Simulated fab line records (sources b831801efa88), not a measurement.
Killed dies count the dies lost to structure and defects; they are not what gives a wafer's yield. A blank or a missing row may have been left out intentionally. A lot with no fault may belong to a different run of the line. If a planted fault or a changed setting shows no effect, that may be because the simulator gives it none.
Code-filled problem report in 8D (eight disciplines) form -- flow sky130 -- the parts of the form that need people (team, actions taken, sign-off) are left out

1. PROBLEM STATEMENT
Across 6 wafers from 2 lots, CAP2M_TIN_RS at SKY_CAP2M_RS_MEAS_03 averages 7.66 ohm/sq, while fault-free wafers read 6.89 ohm/sq with a standard deviation of 0.082. Relative to the usual mean, that is a shift of +9.4 standard deviations.
The step: measures by four-point-probe.
Earliest sighting: wafer L358.1 on filmMetro-01 at day 42 20:52. Wafers with a number at this step in the record: 27, from 9 lots. By rule, "out" or "out of limits" means more than 4 standard deviations away from the usual mean. The rest of the wafers with a number are treated as sound.

2. WHAT THIS IS AND IS NOT
question,is,is not
which readings at this step,CAP2M_TIN_RS,-
which lots,"L358, L361","L349, L351, L353, L357, L360, L368, L370"
which wafers of those lots,all that have a number,-
read on which gauges,filmMetro-01,filmMetro-02
when,from day 42 20:52,"up to then (12 sound wafers); but 9 sound wafers of L360, L368, L370 came after"

3. SUSPECTS, AND WHAT RULES EACH OUT
Counting: a tool at a process step up to the reading stays a suspect if it ran every lot that is out and no sound lot after the first of them.
- the gauge at SKY_CAP2M_RS_MEAS_03: ruled out. All the wafers that are out were read on filmMetro-01, but those of them that SKY_CAP2M_SPUTTER_02 has rows for are out there too, on other tools.
- pvdSputter-02 at SKY_CAP2M_SPUTTER_02 (material TiN, target thk 200 nm, time 166.7 s): kept. It ran every lot that is out, first L358 (day 42 20:45), and no sound lot after that; its last sound lot up to then is L357 (day 42 20:14). On those wafers its own readings are out: cathodeDcPowerW.
Left after counting: pvdSputter-02 at SKY_CAP2M_SPUTTER_02.

4. THE CAUSE (what the simulator had put in)
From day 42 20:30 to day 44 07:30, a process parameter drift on pvdSputter-02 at SKY_CAP2M_SPUTTER_02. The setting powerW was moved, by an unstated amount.
Only this tool survived the counting.

5. SEQUENCE OF EFFECTS, ordered by route
One row per reading whose mean, taken over the struck wafers that have a number, lies over 3 standard deviations from the usual. Scope: only readings with a usual standard deviation given in the record; hours: median across lots of the time from each lot's start at the first step in this table that gives one to its start at this step; sigmas: change in usual standard deviations.
hours,step,reading,usual,on struck wafers,change,sigmas
0,SKY_CAP2M_SPUTTER_02,cathodeDcPowerW,6500.0 W,5915.4,-584.6,-99 or more
0,SKY_CAP2M_RS_MEAS_03,CAP2M_TIN_RS,6.89 ohm/sq,7.66,+0.77,+9.4
0,SKY_CAP2M_THK_MEAS_04,CAP2M_TIN_THK,199.5 nm,180.5,-19.0,-8.3
22,SKY_CAP2M_METAL_ETCH_13,oesProductAu,0.943 a.u.,0.884,-0.059,-7.6
22,SKY_CAP2M_METAL_ETCH_13,throttleValvePct,21.900 %,21.935,+0.035,+3.5
Here are the process steps it includes:
- SKY_CAP2M_SPUTTER_02: material TiN, target thk 200 nm, time 166.7 s.
- SKY_CAP2M_METAL_ETCH_13: etches TiN in Cl2/BCl3, stops on SiO2, target depth 220 nm, time 62.9 s.

6. HOW IT WOULD HAVE BEEN CAUGHT EARLIER
0 hours passed between the start of the fault at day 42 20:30 and the first reading out of limits at a measuring or inspecting step in this record, taken at day 42 20:52.
At SKY_CAP2M_SPUTTER_02, the tool's own readings (cathodeDcPowerW) were out on each struck wafer the step has a row for, so an alarm limit on them would have fired on the first such wafer.
Of the lots that are out (2), L361 began SKY_CAP2M_SPUTTER_02 on pvdSputter-02 after day 42 20:52. Holding the tool at that time would have saved it.
